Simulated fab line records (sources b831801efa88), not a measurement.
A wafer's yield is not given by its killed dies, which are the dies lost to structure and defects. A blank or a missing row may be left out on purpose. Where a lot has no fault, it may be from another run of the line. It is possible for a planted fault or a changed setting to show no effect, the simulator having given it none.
Commonality check across tools :: flow sky130 :: Sampled: 12 lots, 36 wafers

== WHY THIS WAS OPENED ==
SKY_NWELL_RS_MEAS_29, reading NWELL_RS: flagged on 2 of 12 lots. Fault-free wafers read 624.1 ohm/sq, with a standard deviation of 1.3.
Rule: a lot is flagged in two cases, either no wafer of it has a number, or all its wafers with numbers fall more than 4 standard deviations from that mean. All remaining lots are regarded as sound.

lot: L330
measured: day 5 09:16
on: film_metro-03
NWELL_RS (ohm/sq), wafer by wafer: 624.1 624.5 623.0
flag: 

lot: L335
measured: day 6 11:18
on: film_metro-01
NWELL_RS (ohm/sq), wafer by wafer: 624.2 625.1 623.0
flag: 

lot: L336
measured: day 6 16:05
on: film_metro-04
NWELL_RS (ohm/sq), wafer by wafer: 626.7 624.8 624.1
flag: 

lot: L337
measured: day 6 22:12
on: film_metro-01
NWELL_RS (ohm/sq), wafer by wafer: 624.6 625.4 624.6
flag: 

lot: L338
measured: day 7 03:12
on: film_metro-04
NWELL_RS (ohm/sq), wafer by wafer: 624.4 625.5 626.3
flag: 

lot: L339
measured: day 7 13:32
on: film_metro-04
NWELL_RS (ohm/sq), wafer by wafer: 626.0 624.5 624.5
flag: 

lot: L340
measured: day 7 22:22
on: film_metro-01
NWELL_RS (ohm/sq), wafer by wafer: 624.1 622.2 624.4
flag: 

lot: L341
measured: day 8 01:25
on: film_metro-03
NWELL_RS (ohm/sq), wafer by wafer: 625.5 624.0 624.0
flag: 

lot: L343
measured: day 8 13:28
on: film_metro-04
NWELL_RS (ohm/sq), wafer by wafer: 639.1 639.1 639.6
flag: FLAGGED

lot: L344
measured: day 8 18:56
on: film_metro-01
NWELL_RS (ohm/sq), wafer by wafer: 634.7 637.3 635.1
flag: FLAGGED

lot: L349
measured: day 10 02:06
on: film_metro-03
NWELL_RS (ohm/sq), wafer by wafer: 624.0 623.9 623.9
flag: 

lot: L351
measured: day 10 16:55
on: film_metro-03
NWELL_RS (ohm/sq), wafer by wafer: 622.8 624.4 623.8
flag: 
Average over the flagged lots: 637.5 ohm/sq; offset from the usual +13.4 ohm/sq, equal to +10 standard deviations.

== TOOL THAT RAN EACH LOT ==
The record holds 2 process steps before the reading, out of a route of 708 steps. Read each cell as the tool, then ch plus the chambers that the sampled wafers visited, then the start.
lot: L330
flag: 
SKY_DNWELL_STRIP_08: plasma_asher-04 ch 0,1, day 3 06:31
SKY_NWELL_IMPLANT_12: implanter-04 ch 0, day 4 15:06

lot: L335
flag: 
SKY_DNWELL_STRIP_08: plasma_asher-02 ch 0,1, day 4 05:47
SKY_NWELL_IMPLANT_12: implanter-04 ch 0, day 5 16:26

lot: L336
flag: 
SKY_DNWELL_STRIP_08: plasma_asher-02 ch 0,1, day 4 10:08
SKY_NWELL_IMPLANT_12: implanter-02 ch 0, day 5 21:03

lot: L337
flag: 
SKY_DNWELL_STRIP_08: plasma_asher-03 ch 0,1, day 4 14:58
SKY_NWELL_IMPLANT_12: implanter-04 ch 0, day 6 02:35

lot: L338
flag: 
SKY_DNWELL_STRIP_08: plasma_asher-02 ch 0,1, day 4 19:03
SKY_NWELL_IMPLANT_12: implanter-02 ch 0, day 6 07:48

lot: L339
flag: 
SKY_DNWELL_STRIP_08: plasma_asher-04 ch 0,1, day 5 05:11
SKY_NWELL_IMPLANT_12: implanter-02 ch 0, day 6 16:43

lot: L340
flag: 
SKY_DNWELL_STRIP_08: plasma_asher-02 ch 0,1, day 5 11:57
SKY_NWELL_IMPLANT_12: implanter-02 ch 0, day 7 01:44

lot: L341
flag: 
SKY_DNWELL_STRIP_08: plasma_asher-04 ch 0,1, day 5 14:48
SKY_NWELL_IMPLANT_12: implanter-03 ch 0, day 7 04:31

lot: L343
flag: FLAGGED
SKY_DNWELL_STRIP_08: plasma_asher-04 ch 0,1, day 6 01:19
SKY_NWELL_IMPLANT_12: implanter-02 ch 0, day 7 16:05

lot: L344
flag: FLAGGED
SKY_DNWELL_STRIP_08: plasma_asher-02 ch 0,1, day 6 06:05
SKY_NWELL_IMPLANT_12: implanter-02 ch 0, day 7 21:26

lot: L349
flag: 
SKY_DNWELL_STRIP_08: plasma_asher-04 ch 0,1, day 7 09:18
SKY_NWELL_IMPLANT_12: implanter-04 ch 0, day 9 02:48

lot: L351
flag: 
SKY_DNWELL_STRIP_08: plasma_asher-02 ch 0,1, day 7 22:05
SKY_NWELL_IMPLANT_12: implanter-04 ch 0, day 9 17:00
What is done by these steps:
- SKY_DNWELL_STRIP_08: strips in O2/N2.
- SKY_NWELL_IMPLANT_12
- SKY_NWELL_RS_MEAS_29: measures by four-point-probe.

== FLAGGED OVER TOTAL, TOOL BY TOOL (the gauges that took the reading come last) ==
step: SKY_DNWELL_STRIP_08
tool: plasma_asher-02
lots run: 6
flagged: 1
share of the flagged lots: some
sound lots run after its first flagged lot: 1 (L351)

step: SKY_DNWELL_STRIP_08
tool: plasma_asher-03
lots run: 1
flagged: 0
share of the flagged lots: none
sound lots run after its first flagged lot: -

step: SKY_DNWELL_STRIP_08
tool: plasma_asher-04
lots run: 5
flagged: 1
share of the flagged lots: some
sound lots run after its first flagged lot: 1 (L349)

step: SKY_NWELL_IMPLANT_12
tool: implanter-02
lots run: 6
flagged: 2
share of the flagged lots: all
sound lots run after its first flagged lot: 0

step: SKY_NWELL_IMPLANT_12
tool: implanter-03
lots run: 1
flagged: 0
share of the flagged lots: none
sound lots run after its first flagged lot: -

step: SKY_NWELL_IMPLANT_12
tool: implanter-04
lots run: 5
flagged: 0
share of the flagged lots: none
sound lots run after its first flagged lot: -

step: SKY_NWELL_RS_MEAS_29
tool: film_metro-01
lots run: 4
flagged: 1
share of the flagged lots: some
sound lots run after its first flagged lot: 0

step: SKY_NWELL_RS_MEAS_29
tool: film_metro-03
lots run: 4
flagged: 0
share of the flagged lots: none
sound lots run after its first flagged lot: -

step: SKY_NWELL_RS_MEAS_29
tool: film_metro-04
lots run: 4
flagged: 1
share of the flagged lots: some
sound lots run after its first flagged lot: 0

== WHAT IS ALLOWED BY THE TABLE ==
All flagged lots share 1 row of the table, namely implanter-02 at SKY_NWELL_IMPLANT_12.
- implanter-02 at SKY_NWELL_IMPLANT_12 ran 6 lots, 2 of them flagged. It ran its last sound lot, L340, at day 7 01:44 and its first flagged lot, L343, at day 7 16:05: a fault with its onset between the two fits. Its own readings (dose_ions_cm2, faraday_current_uA) fall more than 4 standard deviations out on all wafers of the flagged lots.
One tool is left: implanter-02 at SKY_NWELL_IMPLANT_12.

== WHAT HAD BEEN PUT IN BY THE SIMULATOR ==
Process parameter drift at SKY_NWELL_IMPLANT_12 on implanter-02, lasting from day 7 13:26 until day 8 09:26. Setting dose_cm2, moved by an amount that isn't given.
Lots struck among those shown: L343, L344. The rule above reached the same finding.
